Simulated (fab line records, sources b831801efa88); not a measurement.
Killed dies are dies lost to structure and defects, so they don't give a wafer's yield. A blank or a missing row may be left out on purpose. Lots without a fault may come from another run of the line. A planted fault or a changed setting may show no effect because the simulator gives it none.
Which tool did it? | flow gf180mcu | 14 lots, 42 wafers sampled, at 7 steps of a route of 602

WHAT THE GAUGES READ, wafer by wafer
GF_LVPWELL_OVL_MEAS_07. Usual: LVPWELL_OVL -0.6 nm, standard deviation 1.4.
lot  | measured    | on         | LVPWELL_OVL (nm) | flag
L506 | day 4 03:03 | overlay-01 | 1.2 1.4 0.5      |
L507 | day 4 09:30 | overlay-01 | 1.1 1.0 1.0      |
L508 | day 4 13:05 | overlay-01 | 1.2 -0.4 -0.2    |
L511 | day 5 05:51 | overlay-02 | -2.7 -1.5 -2.5   |
L512 | day 5 12:20 | overlay-01 | -0.9 -1.7 -0.3   |
L516 | day 6 10:05 | overlay-01 | -0.9 2.1 -0.9    |
L518 | day 6 21:31 | overlay-02 | 1.7 1.4 1.6      |
L520 | day 7 10:05 | overlay-02 | -2.0 -2.5 -3.3   |
L521 | day 7 15:15 | overlay-01 | -0.1 0.5 1.4     |
L523 | day 8 04:31 | overlay-02 | -3.5 -3.0 -4.0   |
L524 | day 8 10:11 | overlay-02 | 0.4 0.4 1.0      |
L525 | day 8 13:54 | overlay-02 | -1.3 -0.1 1.2    |
L527 | day 9 01:05 | overlay-01 | -0.9 1.9 -0.6    |
L528 | day 9 06:02 | overlay-02 | 1.4 0.0 1.2      |

GF_MVPSD_TW_MEAS_11. Usual: MVPSD_TW 552, standard deviation 4.3.
lot  | measured     | on            | MVPSD_TW    | flag
L506 | day 5 08:40  | film_metro-03 | 552 554 553 |
L507 | day 5 14:43  | film_metro-01 | 553 552 554 |
L508 | day 5 18:20  | film_metro-01 | 551 551 551 |
L511 | day 6 15:04  | film_metro-04 | 547 553 550 |
L512 | day 6 19:17  | film_metro-01 | 550 551 551 |
L516 | day 7 18:00  | film_metro-03 | 556 558 556 |
L518 | day 8 06:29  | film_metro-04 | 546 547 551 |
L520 | day 8 19:58  | film_metro-01 | 553 555 555 |
L521 | day 9 00:35  | film_metro-04 | 546 546 548 |
L523 | day 9 15:56  | film_metro-01 | 555 556 556 |
L524 | day 9 21:16  | film_metro-04 | 549 547 544 |
L525 | day 10 01:37 | film_metro-04 | 547 543 551 |
L527 | day 10 13:34 | film_metro-01 | 558 554 558 |
L528 | day 10 18:43 | film_metro-01 | 558 556 557 |

GF_VT_IMPLANT_RS_MEAS_46: measures by four-point-probe. Usual: MVSD_RS 456.8 ohm/sq, standard deviation 1.3.
lot  | measured     | on            | MVSD_RS (ohm/sq)  | flag
L506 | day 7 21:43  | film_metro-01 | 455.9 457.3 456.0 |
L507 | day 8 04:22  | film_metro-03 | 457.9 457.0 457.5 |
L508 | day 8 09:12  | film_metro-01 | 456.3 456.8 456.6 |
L511 | day 9 07:37  | film_metro-01 | 132.8 132.8 132.8 | OFF
L512 | day 9 13:19  | film_metro-04 | 133.2 133.2 133.5 | OFF
L516 | day 10 15:18 | film_metro-04 | 457.9 457.1 457.1 |
L518 | day 11 05:48 | film_metro-04 | 456.9 457.3 457.7 |
L520 | day 11 21:20 | film_metro-03 | 455.8 454.0 455.0 |
L521 | day 12 01:52 | film_metro-01 | 457.5 457.0 457.0 |
L523 | day 12 18:44 | film_metro-01 | 456.1 457.5 457.2 |
L524 | day 13 01:58 | film_metro-03 | 454.1 455.7 457.0 |
L525 | day 13 06:01 | film_metro-01 | 458.3 458.7 458.2 |
L527 | day 13 19:08 | film_metro-04 | 457.2 458.3 459.3 |
L528 | day 13 23:53 | film_metro-01 | 456.9 457.7 458.0 |

GF_VT_IMPLANT_RS_MEAS_47: measures by four-point-probe. Usual: NWELL_RS 488.2 ohm/sq, standard deviation 1.4.
lot  | measured     | on            | NWELL_RS (ohm/sq) | flag
L506 | day 7 21:50  | film_metro-01 | 486.1 485.4 485.6 |
L507 | day 8 04:29  | film_metro-03 | 487.1 487.0 485.8 |
L508 | day 8 09:19  | film_metro-01 | 488.1 488.0 487.9 |
L511 | day 9 07:44  | film_metro-01 | 133.0 133.1 133.0 | OFF
L512 | day 9 13:26  | film_metro-04 | 133.0 133.2 133.2 | OFF
L516 | day 10 15:25 | film_metro-04 | 489.2 490.0 491.5 |
L518 | day 11 05:55 | film_metro-04 | 490.7 489.4 489.5 |
L520 | day 11 21:28 | film_metro-03 | 487.4 487.1 487.4 |
L521 | day 12 01:59 | film_metro-01 | 490.1 489.9 490.2 |
L523 | day 12 18:51 | film_metro-01 | 489.2 486.7 488.2 |
L524 | day 13 02:05 | film_metro-03 | 486.5 487.6 488.6 |
L525 | day 13 06:08 | film_metro-01 | 488.3 488.0 487.2 |
L527 | day 13 19:15 | film_metro-04 | 488.7 489.7 489.2 |
L528 | day 14 00:01 | film_metro-01 | 488.1 486.5 488.9 |

GF_VT_IMPLANT_RS_MEAS_48: measures by four-point-probe. Usual: LVPWELL_RS 1198 ohm/sq, standard deviation 3.6.
lot  | measured     | on            | LVPWELL_RS (ohm/sq) | flag
L506 | day 7 21:57  | film_metro-01 | 1193 1195 1197      |
L507 | day 8 04:37  | film_metro-03 | 1189 1193 1191      |
L508 | day 8 09:26  | film_metro-01 | 1195 1197 1196      |
L511 | day 9 07:51  | film_metro-01 | 133 133 133         | OFF
L512 | day 9 13:34  | film_metro-04 | 133 133 133         | OFF
L516 | day 10 15:32 | film_metro-04 | 1202 1198 1199      |
L518 | day 11 06:02 | film_metro-04 | 1199 1200 1201      |
L520 | day 11 21:35 | film_metro-03 | 1193 1196 1196      |
L521 | day 12 02:07 | film_metro-01 | 1194 1196 1195      |
L523 | day 12 18:58 | film_metro-01 | 1199 1197 1193      |
L524 | day 13 02:12 | film_metro-03 | 1190 1195 1195      |
L525 | day 13 06:16 | film_metro-01 | 1197 1197 1197      |
L527 | day 13 19:22 | film_metro-04 | 1204 1202 1205      |
L528 | day 14 00:08 | film_metro-01 | 1196 1196 1201      |

WHICH TOOL RAN EACH LOT (tool, then ch and the chambers of the sampled wafers, then the start)
lot  | GF_DNWELL_STRIP_08                  | GF_VT_IMPLANT_RTA_45
L506 | plasma_asher-03 ch 0,1, day 3 00:32 | rtp_anneal-01 ch 0, day 7 21:37
L507 | plasma_asher-01 ch 0,1, day 3 06:19 | rtp_anneal-01 ch 0, day 8 04:16
L508 | plasma_asher-03 ch 0,1, day 3 10:21 | rtp_anneal-01 ch 0, day 8 09:06
L511 | plasma_asher-01 ch 0,1, day 4 01:53 | rtp_anneal-01, day 9 07:30
L512 | plasma_asher-04 ch 0,1, day 4 08:40 | rtp_anneal-02, day 9 13:13
L516 | plasma_asher-03 ch 0,1, day 5 04:10 | rtp_anneal-02 ch 0, day 10 15:12
L518 | plasma_asher-04 ch 1, day 5 14:42   | rtp_anneal-02 ch 0, day 11 05:42
L520 | plasma_asher-04 ch 0,1, day 6 03:23 | rtp_anneal-02 ch 0, day 11 21:14
L521 | plasma_asher-01 ch 0,1, day 6 08:25 | rtp_anneal-01 ch 0, day 12 01:46
L523 | plasma_asher-03 ch 0,1, day 6 20:48 | rtp_anneal-01 ch 0, day 12 18:38
L524 | plasma_asher-03 ch 0,1, day 7 00:51 | rtp_anneal-01 ch 0, day 13 01:51
L525 | plasma_asher-01 ch 0,1, day 7 05:25 | rtp_anneal-01 ch 0, day 13 05:55
L527 | plasma_asher-04 ch 0,1, day 7 15:26 | rtp_anneal-01 ch 0, day 13 19:01
L528 | plasma_asher-03 ch 0,1, day 7 20:01 | rtp_anneal-01 ch 0, day 13 23:47
- GF_DNWELL_STRIP_08: strips in O2/N2.
- GF_VT_IMPLANT_RTA_45: time 30 s.

WHAT THE TOOLS THEMSELVES READ (means of the sampled wafers that have a number; where no wafer has one, the mark that the record gives instead)
GF_DNWELL_STRIP_08. Usual: drypump_motor_current_A 5.9 A, standard deviation 0.3; heater_power_w 340 W, standard deviation 31; o2_flow_sccm 3000 sccm, standard deviation 8.6; oes_product_au 0.722 a.u., standard deviation 0.0042; strip_time_to_endpoint_s 36.90 s, standard deviation 0.12.
lot  | tool            | drypump_motor_current_A (A) | heater_power_w (W) | o2_flow_sccm (sccm) | oes_product_au (a.u.) | strip_time_to_endpoint_s (s) | flag
L506 | plasma_asher-03 | 6.2                         | 365                | 3009                | 0.724                 | 36.66                        |
L507 | plasma_asher-01 | 5.5                         | 344                | 2995                | 0.722                 | 36.79                        |
L508 | plasma_asher-03 | 6.0                         | 354                | 3006                | 0.725                 | 36.89                        |
L511 | plasma_asher-01 | 5.6                         | 346                | 2997                | 0.721                 | 36.93                        |
L512 | plasma_asher-04 | 5.9                         | 340                | 2996                | 0.720                 | 36.91                        |
L516 | plasma_asher-03 | 6.0                         | 342                | 3001                | 0.725                 | 36.82                        |
L518 | plasma_asher-04 | 6.2                         | 307                | 2998                | 0.720                 | 37.02                        |
L520 | plasma_asher-04 | 5.9                         | 337                | 3006                | 0.724                 | 36.80                        |
L521 | plasma_asher-01 | 5.7                         | 322                | 3001                | 0.723                 | 36.89                        |
L523 | plasma_asher-03 | 6.2                         | 367                | 3001                | 0.725                 | 37.03                        |
L524 | plasma_asher-03 | 6.0                         | 351                | 3005                | 0.721                 | 36.98                        |
L525 | plasma_asher-01 | 5.7                         | 317                | 2999                | 0.722                 | 36.92                        |
L527 | plasma_asher-04 | 6.1                         | 323                | 3002                | 0.720                 | 36.96                        |
L528 | plasma_asher-03 | 5.9                         | 353                | 3005                | 0.723                 | 36.96                        |

GF_VT_IMPLANT_RTA_45. Usual: anneal_temp_c_max 1053.9, standard deviation 0.72; chamber_o2_ppm 2.000, standard deviation 0.022; lamp_power_pct 37 %, standard deviation 3.7; wafer_temp_C_max 1056.5, standard deviation 1.8.
lot  | tool          | anneal_temp_c_max | chamber_o2_ppm | lamp_power_pct (%) | wafer_temp_C_max | flag
L506 | rtp_anneal-01 | 1053.0            | 2.004          | 40                 | 1055.4           |
L507 | rtp_anneal-01 | 1054.1            | 2.021          | 40                 | 1056.3           |
L508 | rtp_anneal-01 | 1053.3            | 1.953          | 40                 | 1056.9           |
L511 | rtp_anneal-01 | -                 | -              | -                  | -                | OFF
L512 | rtp_anneal-02 | -                 | -              | -                  | -                | OFF
L516 | rtp_anneal-02 | 1054.5            | 2.004          | 32                 | 1058.5           |
L518 | rtp_anneal-02 | 1054.2            | 2.007          | 32                 | 1057.3           |
L520 | rtp_anneal-02 | 1053.8            | 2.011          | 32                 | 1058.3           |
L521 | rtp_anneal-01 | 1053.8            | 1.990          | 40                 | 1055.1           |
L523 | rtp_anneal-01 | 1054.2            | 2.010          | 40                 | 1056.0           |
L524 | rtp_anneal-01 | 1053.9            | 1.988          | 40                 | 1055.7           |
L525 | rtp_anneal-01 | 1054.2            | 1.976          | 40                 | 1055.1           |
L527 | rtp_anneal-01 | 1054.3            | 2.019          | 40                 | 1054.4           |
L528 | rtp_anneal-01 | 1053.8            | 1.996          | 40                 | 1056.4           |

THE ANSWER, worked out from the rows above alone
Rule: a lot is off if the mean of its wafers that have a number lies more than 3 standard deviations from the usual mean. A lot without any number at a reading at which 4 lots or more have one is off too. The other lots that the step has rows for count as sound. The gauges are gone through in route order, then the tools' own readings, and for those a lot's mean is taken as printed above. The first step at which some lot is off is used, and at that step the reading that is off furthest; a lot without a number counts as furthest.
Off: L511, L512, at GF_VT_IMPLANT_RS_MEAS_46 (MVSD_RS).
A tool fits if, at a process step before that reading, it ran every lot that is off, and no sound lot after the first of them. The gauges at GF_VT_IMPLANT_RS_MEAS_46 aren't tried: what is off there is off at GF_VT_IMPLANT_RTA_45 too, on other tools, and a gauge's error can't cause that. None of those tried fits.

WHAT THE SIMULATOR HAD PUT IN
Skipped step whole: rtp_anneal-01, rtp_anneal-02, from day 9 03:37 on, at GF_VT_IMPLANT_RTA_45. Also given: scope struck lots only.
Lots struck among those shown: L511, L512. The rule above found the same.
